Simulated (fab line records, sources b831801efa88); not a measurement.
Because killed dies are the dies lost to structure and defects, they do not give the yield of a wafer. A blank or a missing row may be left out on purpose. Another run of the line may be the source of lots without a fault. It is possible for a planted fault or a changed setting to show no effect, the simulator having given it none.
Struck lot and sound lot, side by side	flow sky130	17 out of 708 route steps
Sound: wafers L188.1, L188.2, L188.5. Struck: wafers L197.2, L197.3. The cause comes at the end.
Order at every step that has rows: each side's tool, ch and its chambers, its first start. Under that, the readings that differ: sound wafers	struck wafers	difference of the means	sigmas: that difference in standard deviations of wafers without a fault.
alike: readings with means less than 2 such deviations apart, plus words and numbers identical on both sides. not compared: withheld readings, readings lacking a value on some wafer, bounds such as >300 that could conceal the same value, and numbers that have no deviation in the record and whose values overlap.
Wherever a step has rows on one side only, a row that says differs or no value, or a row with sigmas, the two part there. Numbers that don't overlap but have no deviation are shown without sigmas and don't part them. A reading that every wafer of one side lacks parts them only if that side has two wafers or more.

SKY_LOCAL_INTERCONNECT_RS_MEAS_01: the measuring method here is four-point-probe.
  sound on film_metro-04, day 29 05:01; struck on film_metro-03, day 32 02:35
  alike: LOCAL_INTERCONNECT_TIN_RS
SKY_LOCAL_INTERCONNECT_THK_MEAS_02: measures by xrf.
  sound on film_metro-04, day 29 05:08; struck on film_metro-03, day 32 02:42
  alike: LOCAL_INTERCONNECT_TIN_THK
then, 8 steps without rows for these wafers: SKY_LOCAL_INTERCONNECT_DEHYDRATE_03 (time 60 s); SKY_LOCAL_INTERCONNECT_HMDS_04 (prime time 60 s); SKY_LOCAL_INTERCONNECT_COAT_05 (resist thk 60 nm); SKY_LOCAL_INTERCONNECT_COAT_06 (resist thk 450 nm); SKY_LOCAL_INTERCONNECT_SOFTBAKE_07 (time 90 s); SKY_LOCAL_INTERCONNECT_EXPOSE_08 (exposes mask LI1M, target cd 170 nm); SKY_LOCAL_INTERCONNECT_PEB_09; SKY_LOCAL_INTERCONNECT_DEVELOP_10 (develop time 60 s).
SKY_LOCAL_INTERCONNECT_CD_MEAS_11: target cd 170 nm.
  sound on cd_sem-02, day 30 09:29; struck on cd_sem-01, day 33 06:56
  alike: cd_nm
SKY_LOCAL_INTERCONNECT_OVL_MEAS_12:
  sound on overlay-02, day 30 09:37; struck on overlay-01, day 33 07:02
  alike: LOCAL_INTERCONNECT_OVL
SKY_LOCAL_INTERCONNECT_ETCH_13: etches BARC in N2/H2, stops on SiO2, time 45.9 s, target depth 60 nm.
  sound on rie_metal-04 ch 0, day 30 09:38; struck on rie_metal-01 ch 0, day 33 07:05
reading	sound	struck	difference	sigmas
drypump_motor_current_A (A)	6.7 6.7 6.7	5.4 5.4	-1.3	-2
oes_product_au (a.u.)	0.850 0.854 0.856	0.800 0.813	-0.047	-11
run_length_s (s)	74.2 74.2 74.4	79.8 80.1	+5.7	+10
throttle_valve_pct (%)	13.229 13.242 13.240	13.227 13.202	-0.022	-3
model.KrF-thick_of_LOCAL_INTERCONNECT_COAT_06.thk_nm (nm)	393 394.9 392.8	387.5 387.5	-6.1	
  alike: h2_flow_sccm
  not compared: rf_hours_counter_h, model.SiO2_of_SONOS_ONO_CVD_04.thk_nm
SKY_LOCAL_INTERCONNECT_METAL_ETCH_14: etches TiN in Cl2/BCl3, stops on PSG, target depth 110 nm, time 31.4 s.
  sound on rie_metal-04 ch 0, day 30 09:46; struck on rie_metal-01 ch 0, day 33 07:13
reading	sound	struck	difference	sigmas
drypump_motor_current_A (A)	6.7 6.7 6.7	5.4 5.4	-1.3	-2
model.KrF-thick_of_LOCAL_INTERCONNECT_COAT_06.thk_nm (nm)	349.6 351.6 349.5	344.5 344.3	-5.8	
  alike: oes_product_au, run_length_s, throttle_valve_pct
  not compared: rf_hours_counter_h
SKY_LOCAL_INTERCONNECT_STRIP_15: strips in O2/N2.
  sound on plasma_asher-03 ch 0,1, day 30 09:52; struck on plasma_asher-01 ch 0,1, day 33 07:18
reading	sound	struck	difference	sigmas
strip_time_to_endpoint_s (s)	4.731 4.736 4.726	4.675 4.668	-0.059	-3
  alike: drypump_motor_current_A, o2_flow_sccm, oes_product_au
  not compared: rf_hours_counter_h
then, 2 steps without rows for these wafers: SKY_LOCAL_INTERCONNECT_STRIP_16 (strips in post etch residue remover, time 1200 s); SKY_PAD_OPEN_PROBE_99.

## WHERE THEY PART
Last at SKY_LOCAL_INTERCONNECT_STRIP_15 as far as this record goes, first at SKY_LOCAL_INTERCONNECT_ETCH_13.

WHY: whatever the simulator had introduced
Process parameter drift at SKY_LOCAL_INTERCONNECT_ETCH_13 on rie_metal-01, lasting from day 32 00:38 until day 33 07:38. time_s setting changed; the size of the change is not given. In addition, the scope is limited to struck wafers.
